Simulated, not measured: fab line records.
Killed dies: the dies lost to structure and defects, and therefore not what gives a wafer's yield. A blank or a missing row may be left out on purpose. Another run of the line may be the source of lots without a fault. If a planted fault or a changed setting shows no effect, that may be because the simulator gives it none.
What tool caused it? :: flow sky130 :: 45 wafers from 15 lots sampled at 2 of the route's 708 steps

WHAT THE GAUGES READ, wafer by wafer
SKY_VIA3_CD_MEAS_12: the cd target is 200 nm.
lot: L719
measured: day 40 05:23
on: cdSem-02
cdNm (nm): 200.6 201.1 201.8

lot: L720
measured: day 40 22:13
on: cdSem-02
cdNm (nm): 198.9 199.4 200.0

lot: L721
measured: day 41 01:30
on: cdSem-02
cdNm (nm): 199.6 200.0 199.0

lot: L725
measured: day 41 20:59
on: cdSem-01
cdNm (nm): 200.3 200.6 201.1

lot: L724
measured: day 41 23:03
on: cdSem-02
cdNm (nm): 200.3 199.9 198.8

lot: L726
measured: day 42 10:25
on: cdSem-02
cdNm (nm): 201.3 202.1 200.6

lot: L727
measured: day 42 15:26
on: cdSem-01
cdNm (nm): 199.0 200.2 199.6

lot: L728
measured: day 42 19:37
on: cdSem-01
cdNm (nm): 201.4 200.1 199.8

lot: L729
measured: day 43 07:40
on: cdSem-01
cdNm (nm): 203.9 203.9 203.5

lot: L730
measured: day 43 13:50
on: cdSem-02
cdNm (nm): 202.1 201.8 200.8

lot: L736
measured: day 45 03:53
on: cdSem-02
cdNm (nm): 198.4 198.9 198.0

lot: L737
measured: day 45 05:11
on: cdSem-01
cdNm (nm): 198.1 198.3 198.0

lot: L739
measured: day 45 17:09
on: cdSem-02
cdNm (nm): 201.1 199.6 199.1

lot: L740
measured: day 45 21:43
on: cdSem-02
cdNm (nm): 201.1 199.7 200.0

lot: L741
measured: day 45 23:10
on: cdSem-02
cdNm (nm): 202.5 202.4 200.8

EACH LOT AND THE TOOL THAT RAN IT (in order: tool; ch and the chambers of the sampled wafers; start)
lot: L719
SKY_METAL3_SPUTTER_03: pvdSputter-03, day 36 22:21

lot: L720
SKY_METAL3_SPUTTER_03: pvdSputter-02, day 37 16:13

lot: L721
SKY_METAL3_SPUTTER_03: pvdSputter-01, day 37 19:20

lot: L725
SKY_METAL3_SPUTTER_03: pvdSputter-01, day 38 18:23

lot: L724
SKY_METAL3_SPUTTER_03: pvdSputter-01, day 38 18:59

lot: L726
SKY_METAL3_SPUTTER_03: pvdSputter-01, day 39 07:20

lot: L727
SKY_METAL3_SPUTTER_03: pvdSputter-01, day 39 12:19

lot: L728
SKY_METAL3_SPUTTER_03: pvdSputter-01, day 39 16:56

lot: L729
SKY_METAL3_SPUTTER_03: pvdSputter-03, day 40 08:42

lot: L730
SKY_METAL3_SPUTTER_03: pvdSputter-03, day 40 11:58

lot: L736
SKY_METAL3_SPUTTER_03: pvdSputter-02, day 42 05:17

lot: L737
SKY_METAL3_SPUTTER_03: pvdSputter-03, day 42 05:29

lot: L739
SKY_METAL3_SPUTTER_03: pvdSputter-01, day 42 20:24

lot: L740
SKY_METAL3_SPUTTER_03: pvdSputter-02, day 43 00:16

lot: L741
SKY_METAL3_SPUTTER_03: pvdSputter-02, day 43 02:15
- SKY_METAL3_SPUTTER_03: material Ti, target thk 5 nm, time 3.3 s.

WHAT THE TOOLS THEMSELVES READ (means of the sampled wafers that have a number; where no wafer has one, the mark that the record gives instead)
SKY_METAL3_SPUTTER_03.
lot: L719
tool: pvdSputter-03
cathodeDcPowerW (W): 3000.1
chamberPressurePa (Pa): 0.3996
throttleValvePct (%): 29.3

lot: L720
tool: pvdSputter-02
cathodeDcPowerW (W): 2999.8
chamberPressurePa (Pa): 0.3996
throttleValvePct (%): 29.5

lot: L721
tool: pvdSputter-01
cathodeDcPowerW (W): 3000.1
chamberPressurePa (Pa): 0.4004
throttleValvePct (%): 30.1

lot: L725
tool: pvdSputter-01
cathodeDcPowerW (W): 3000.5
chamberPressurePa (Pa): 0.3996
throttleValvePct (%): 30.9

lot: L724
tool: pvdSputter-01
cathodeDcPowerW (W): 2999.8
chamberPressurePa (Pa): 0.4000
throttleValvePct (%): 31.0

lot: L726
tool: pvdSputter-01
cathodeDcPowerW (W): 3000.6
chamberPressurePa (Pa): 0.4001
throttleValvePct (%): 30.9

lot: L727
tool: pvdSputter-01
cathodeDcPowerW (W): 3000.3
chamberPressurePa (Pa): 0.3997
throttleValvePct (%): 30.0

lot: L728
tool: pvdSputter-01
cathodeDcPowerW (W): 2999.7
chamberPressurePa (Pa): 0.4006
throttleValvePct (%): 30.2

lot: L729
tool: pvdSputter-03
cathodeDcPowerW (W): 3000.4
chamberPressurePa (Pa): 0.3992
throttleValvePct (%): 29.3

lot: L730
tool: pvdSputter-03
cathodeDcPowerW (W): 2999.9
chamberPressurePa (Pa): 0.3997
throttleValvePct (%): 29.6

lot: L736
tool: pvdSputter-02
cathodeDcPowerW (W): 3000.1
chamberPressurePa (Pa): 0.4002
throttleValvePct (%): 30.4

lot: L737
tool: pvdSputter-03
cathodeDcPowerW (W): 3000.3
chamberPressurePa (Pa): 0.3996
throttleValvePct (%): 29.7

lot: L739
tool: pvdSputter-01
cathodeDcPowerW (W): 2999.9
chamberPressurePa (Pa): 0.3995
throttleValvePct (%): 30.1

lot: L740
tool: pvdSputter-02
cathodeDcPowerW (W): 3000.2
chamberPressurePa (Pa): 0.3998
throttleValvePct (%): 29.5

lot: L741
tool: pvdSputter-02
cathodeDcPowerW (W): 3000.3
chamberPressurePa (Pa): 0.4007
throttleValvePct (%): 29.5

THE ANSWER, worked out from the rows above alone
Rule: the lots themselves supply what counts as usual. The widest of any qualifying gaps counts: lots, ordered by their means at a reading, are off when they make up no more than a third of the lots, leave a main group of 4 or more, and stand apart from it by 3 or more times the standard deviation of that group's means. Not used: any main group whose means are identical at the precision the tables above print for the reading. A lot without any number at a reading at which 4 lots or more have one is off too. Where the step has rows for the other lots, those lots are counted as sound. After the gauges, taken in route order, come the tools' own readings; for these a lot's mean is taken, as printed above. The first step at which some lot is off is used, and at that step the reading that is off furthest; a lot without a number counts as furthest.
Across all readings shown, no lot is off: no conclusion can be drawn from this.

WHAT THE SIMULATOR HAD PUT IN
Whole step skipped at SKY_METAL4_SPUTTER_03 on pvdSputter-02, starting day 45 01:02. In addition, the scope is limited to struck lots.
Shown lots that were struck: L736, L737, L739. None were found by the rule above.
